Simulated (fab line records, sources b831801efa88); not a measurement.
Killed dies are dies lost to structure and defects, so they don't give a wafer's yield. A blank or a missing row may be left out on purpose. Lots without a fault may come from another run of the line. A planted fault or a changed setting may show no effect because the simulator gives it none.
Tool commonality check | flow sky130 | 12 lots, 45 wafers sampled

WHY IT WAS OPENED
At SKY_VT_ADJUST_HVTP_OVL_MEAS_08 the reading VT_ADJUST_HVTP_OVL is flagged on 3 of 12 lots. Wafers without a fault read -0.2 nm, standard deviation 1.6.
Rule: a lot is flagged when every wafer of it that has a number lies more than 4 standard deviations from that mean, or none has a number. The other lots count as sound.

lot  | measured     | on         | VT_ADJUST_HVTP_OVL (nm), wafer by wafer | flag
L556 | day 6 02:17  | overlay-02 | 0.5 1.0 1.9                             |
L557 | day 6 10:09  | overlay-01 | -2.3 -2.4 -2.9                          |
L559 | day 7 02:10  | overlay-01 | -2.0 -1.3 -1.0                          |
L560 | day 7 03:45  | overlay-02 | 1.2 1.1 1.8                             |
L566 | day 8 21:56  | overlay-01 | 41.9 41.7 41.2 42.1 41.9 41.0           | FLAGGED
L567 | day 9 03:43  | overlay-02 | 43.0 42.4 42.4 43.0 42.5 42.2           | FLAGGED
L568 | day 9 08:41  | overlay-02 | 47.1 47.6 44.9 46.5 47.2 44.3           | FLAGGED
L572 | day 10 06:48 | overlay-02 | 0.3 -2.0 1.1                            |
L575 | day 10 22:36 | overlay-02 | -1.3 -3.2 -2.9                          |
L576 | day 11 06:38 | overlay-01 | -0.8 -0.7 -0.3                          |
L577 | day 11 10:20 | overlay-02 | -0.1 1.2 0.7                            |
L578 | day 11 15:51 | overlay-01 | -1.1 -0.2 -0.9                          |
The numbers of the flagged lots are 43.5 nm on average: +43.7 nm against the usual, or +27 standard deviations.

WHICH TOOL RAN EACH LOT
The record holds 1 process step before the reading, out of a route of 708 steps. In each cell: the tool, then ch and the chambers that the sampled wafers went through, then the start.
lot  | flag    | SKY_VT_ADJUST_HVTP_EXPOSE_04
L556 |         | iline_stepper-02 ch 0, day 5 17:23
L557 |         | iline_stepper-02 ch 0, day 6 00:37
L559 |         | iline_stepper-01 ch 0, day 6 16:25
L560 |         | iline_stepper-01 ch 0, day 6 17:56
L566 | FLAGGED | iline_stepper-02 ch 0, day 8 11:56
L567 | FLAGGED | iline_stepper-02 ch 0, day 8 17:12
L568 | FLAGGED | iline_stepper-02 ch 0, day 8 22:06
L572 |         | iline_stepper-01 ch 0, day 9 20:34
L575 |         | iline_stepper-01 ch 0, day 10 11:33
L576 |         | iline_stepper-01 ch 0, day 10 19:53
L577 |         | iline_stepper-01 ch 0, day 10 23:23
L578 |         | iline_stepper-01 ch 0, day 11 04:28
What these steps do:
- SKY_VT_ADJUST_HVTP_EXPOSE_04: exposes mask HVTPM, target cd 380 nm.
- SKY_VT_ADJUST_HVTP_OVL_MEAS_08

FLAGGED OVER TOTAL, TOOL BY TOOL (the gauges that took the reading come last)
step                           | tool             | lots run | flagged | share of the flagged lots | sound lots run after its first flagged lot
SKY_VT_ADJUST_HVTP_EXPOSE_04   | iline_stepper-01 | 7        | 0       | none                      | -
SKY_VT_ADJUST_HVTP_EXPOSE_04   | iline_stepper-02 | 5        | 3       | all                       | 0
SKY_VT_ADJUST_HVTP_OVL_MEAS_08 | overlay-01       | 5        | 1       | some                      | 2 (L576,L578)
SKY_VT_ADJUST_HVTP_OVL_MEAS_08 | overlay-02       | 7        | 2       | some                      | 3 (L572,L575,L577)

WHAT THE TABLE ALLOWS
1 row of the table ran every flagged lot: iline_stepper-02 at SKY_VT_ADJUST_HVTP_EXPOSE_04.
- iline_stepper-02 at SKY_VT_ADJUST_HVTP_EXPOSE_04: 3 of its 5 lots flagged. Its last sound lot is L557 (day 6 00:37), its first flagged lot L566 (day 8 11:56): a fault that began between those two fits.
One tool is left: iline_stepper-02 at SKY_VT_ADJUST_HVTP_EXPOSE_04.

WHAT THE SIMULATOR HAD PUT IN
Scanner matching overlay: iline_stepper-02, from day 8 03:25 on, at SKY_VT_ADJUST_HVTP_EXPOSE_04. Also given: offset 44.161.
Lots struck among those shown: L566, L567, L568. The rule above found the same.
